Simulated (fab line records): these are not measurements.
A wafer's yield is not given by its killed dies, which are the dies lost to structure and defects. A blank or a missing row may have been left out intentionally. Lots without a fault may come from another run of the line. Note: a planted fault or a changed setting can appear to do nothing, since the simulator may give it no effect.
Which of the tools did it? :: flow sky130 :: Sampling: 11 lots, 33 wafers, 3 of 708 route steps

== WHAT THE GAUGES SHOWED, per wafer ==
SKY_SD_N_RS_MEAS_18: a four-point-probe measurement.
lot: L405
measured: day 27 04:31
on: film metro-03
RES_XHIGH_RS (ohm/sq): 333.0 333.6 333.4

lot: L408
measured: day 28 14:02
on: film metro-02
RES_XHIGH_RS (ohm/sq): 333.1 334.9 333.8

lot: L411
measured: day 30 09:03
on: film metro-03
RES_XHIGH_RS (ohm/sq): 334.7 333.8 335.6

lot: L412
measured: day 30 09:23
on: film metro-04
RES_XHIGH_RS (ohm/sq): 334.3 333.8 334.2

lot: L415
measured: day 31 12:35
on: film metro-04
RES_XHIGH_RS (ohm/sq): 305.0 304.2 303.9

lot: L417
measured: day 31 18:09
on: film metro-03
RES_XHIGH_RS (ohm/sq): 304.6 304.9 304.8

lot: L423
measured: day 34 01:37
on: film metro-03
RES_XHIGH_RS (ohm/sq): 334.6 333.4 334.5

lot: L424
measured: day 34 05:24
on: film metro-03
RES_XHIGH_RS (ohm/sq): 333.6 334.1 334.5

lot: L426
measured: day 35 10:28
on: film metro-03
RES_XHIGH_RS (ohm/sq): 331.0 331.8 331.9

lot: L428
measured: day 35 11:28
on: film metro-04
RES_XHIGH_RS (ohm/sq): 331.7 332.8 331.6

lot: L427
measured: day 35 16:55
on: film metro-04
RES_XHIGH_RS (ohm/sq): 332.5 334.4 333.3

== WHICH TOOL RAN EACH LOT (tool, then ch and the chambers of the sampled wafers, then the start) ==
lot: L405
SKY_RES_XHIGH_IMPLANT_07: implanter-04 ch 0, day 25 23:11
SKY_RES_XHIGH_STRIP_08: plasma asher-01 ch 0,1, day 25 23:20

lot: L408
SKY_RES_XHIGH_IMPLANT_07: implanter-02 ch 0, day 27 08:24
SKY_RES_XHIGH_STRIP_08: plasma asher-03 ch 0,1, day 27 08:31

lot: L411
SKY_RES_XHIGH_IMPLANT_07: implanter-02 ch 0, day 29 04:19
SKY_RES_XHIGH_STRIP_08: plasma asher-01 ch 0,1, day 29 04:28

lot: L412
SKY_RES_XHIGH_IMPLANT_07: implanter-02 ch 0, day 29 04:29
SKY_RES_XHIGH_STRIP_08: plasma asher-03 ch 0,1, day 29 04:37

lot: L415
SKY_RES_XHIGH_IMPLANT_07: implanter-03 ch 0, day 30 08:26
SKY_RES_XHIGH_STRIP_08: plasma asher-02 ch 0,1, day 30 08:34

lot: L417
SKY_RES_XHIGH_IMPLANT_07: implanter-03 ch 0, day 30 13:29
SKY_RES_XHIGH_STRIP_08: plasma asher-03 ch 0,1, day 30 13:38

lot: L423
SKY_RES_XHIGH_IMPLANT_07: implanter-02 ch 0, day 32 22:02
SKY_RES_XHIGH_STRIP_08: plasma asher-03 ch 0,1, day 32 22:11

lot: L424
SKY_RES_XHIGH_IMPLANT_07: implanter-02 ch 0, day 33 02:08
SKY_RES_XHIGH_STRIP_08: plasma asher-02 ch 0,1, day 33 02:16

lot: L426
SKY_RES_XHIGH_IMPLANT_07: implanter-04 ch 0, day 34 06:20
SKY_RES_XHIGH_STRIP_08: plasma asher-01 ch 0,1, day 34 06:29

lot: L428
SKY_RES_XHIGH_IMPLANT_07: implanter-03 ch 0, day 34 08:07
SKY_RES_XHIGH_STRIP_08: plasma asher-03 ch 0, day 34 08:14

lot: L427
SKY_RES_XHIGH_IMPLANT_07: implanter-04 ch 0, day 34 13:41
SKY_RES_XHIGH_STRIP_08: plasma asher-01 ch 0,1, day 34 13:50
- SKY_RES_XHIGH_IMPLANT_07
- SKY_RES_XHIGH_STRIP_08: strips in O2/N2.

== THE ANSWER, worked out from the rows above alone ==
Rule: the usual values come from the lots themselves. The widest of any qualifying gaps counts: lots, ordered by their means at a reading, are off when they make up no more than a third of the lots, leave a main group of 4 or more, and stand apart from it by 3 or more times the standard deviation of that group's means. Not used: any main group whose means are identical at the precision the tables above print for the reading. Also off: a lot with no number at a reading for which 4 or more lots have one. The other lots that the step has rows for count as sound.
Off: at SKY_SD_N_RS_MEAS_18 (RES_XHIGH_RS), L415, L417. Mean 333.5 ohm/sq and standard deviation 0.98 in the main group.
A tool fits if, at a process step before that reading, it ran every lot that is off, and no sound lot after the first of them. Those tools and the gauges at SKY_SD_N_RS_MEAS_18 are tried in the same way. Of those tried, none fits.

== WHAT THE SIMULATOR HAD PUT IN ==
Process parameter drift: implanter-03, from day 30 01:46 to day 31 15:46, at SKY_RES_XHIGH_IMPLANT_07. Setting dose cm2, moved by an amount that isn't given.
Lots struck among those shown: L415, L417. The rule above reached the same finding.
